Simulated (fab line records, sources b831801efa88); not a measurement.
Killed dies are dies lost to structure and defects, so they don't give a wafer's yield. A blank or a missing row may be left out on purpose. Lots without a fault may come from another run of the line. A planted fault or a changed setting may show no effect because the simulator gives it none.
One fault seen from 2 desks | flow gf180mcu | each desk has only its own numbers; what lay behind them comes last

THE METROLOGY DESK
What the gauges read, lot by lot, whatever tool the lot ran on: means of the sampled wafers that have a number. A lot is out of limits, marked OUT, if its mean lies more than 4 standard deviations from the usual mean; the brackets give that distance.
Columns: A = V1_CVD_00_THK at GF_V1_THK_MEAS_01, usual 600 nm; B = M2_ALCU_RS at GF_M2_RS_MEAS_05, usual 0.0692 ohm/sq; C = M2_ALCU_THK at GF_M2_THK_MEAS_06, usual 444 nm
lot  | first seen here | A   | B                 | C
L446 | day 17 13:24    | 603 | 0.0690            | 446
L447 | day 17 23:44    | 596 | 0.0686            | 450
L451 | day 19 17:55    | 601 | 0.0693            | 445
L453 | day 20 06:25    | 605 | 0.0756 (+9.2) OUT | 412 (-6.4) OUT
L457 | day 21 10:53    | 595 | 0.0736 (+6.4) OUT | 424 (-4.1) OUT
L459 | day 22 09:13    | 604 | 0.0693            | 444
L463 | day 23 17:22    | 605 | 0.0694            | 440
L465 | day 24 07:07    | 600 | 0.0692            | 444
L466 | day 24 14:41    | 594 | 0.0689            | 442
L467 | day 25 02:51    | 598 | 0.0694            | 442
This desk's finding: out of limits on L453, L457; first on L453, day 21 08:49 (M2_ALCU_RS at GF_M2_RS_MEAS_05). In limits: L446, L447, L451, L459, L463, L465, L466, L467.

THE TOOL OWNER'S DESK: pvd_sputter-04
The tool's own readings at GF_M2_SPUTTER_02 (material AlCu, target thk 450 nm, time 23.9 s): means of the sampled wafers that have a number, for each lot that ran on this tool. A lot is out of limits, marked OUT, if its mean lies more than 4 standard deviations from the usual mean; the brackets give that distance.
Columns: A = chamber_pressure_pa at GF_M2_SPUTTER_02, usual 0.4000 Pa; B = throttle_valve_pct at GF_M2_SPUTTER_02, usual 29.8 %
lot  | first seen here | A      | B
L447 | day 19 02:22    | 0.4001 | 30.5
L451 | day 20 20:25    | 0.3999 | 30.5
L453 | day 21 08:41    | 0.3988 | 30.1
L457 | day 22 12:31    | 0.3997 | 30.8
L467 | day 26 01:52    | 0.4000 | 28.9
This desk's finding: nothing out of limits on any of the 5 lots.

PUT TOGETHER
The metrology desk could have raised an alarm at day 21 08:49, on L453, L457.
The tool owner's desk saw nothing out of limits.
The tool owner's desk has L453, L457 on record, within its limits.
Of the lots named, all ran GF_M2_SPUTTER_02 on pvd_sputter-04.

WHAT THE SIMULATOR HAD PUT IN
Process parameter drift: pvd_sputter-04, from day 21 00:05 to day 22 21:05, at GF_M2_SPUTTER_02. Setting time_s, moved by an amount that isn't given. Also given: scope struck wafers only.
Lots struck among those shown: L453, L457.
Hours from the fault's start to each desk's first reading out of limits: the metrology desk, 9.
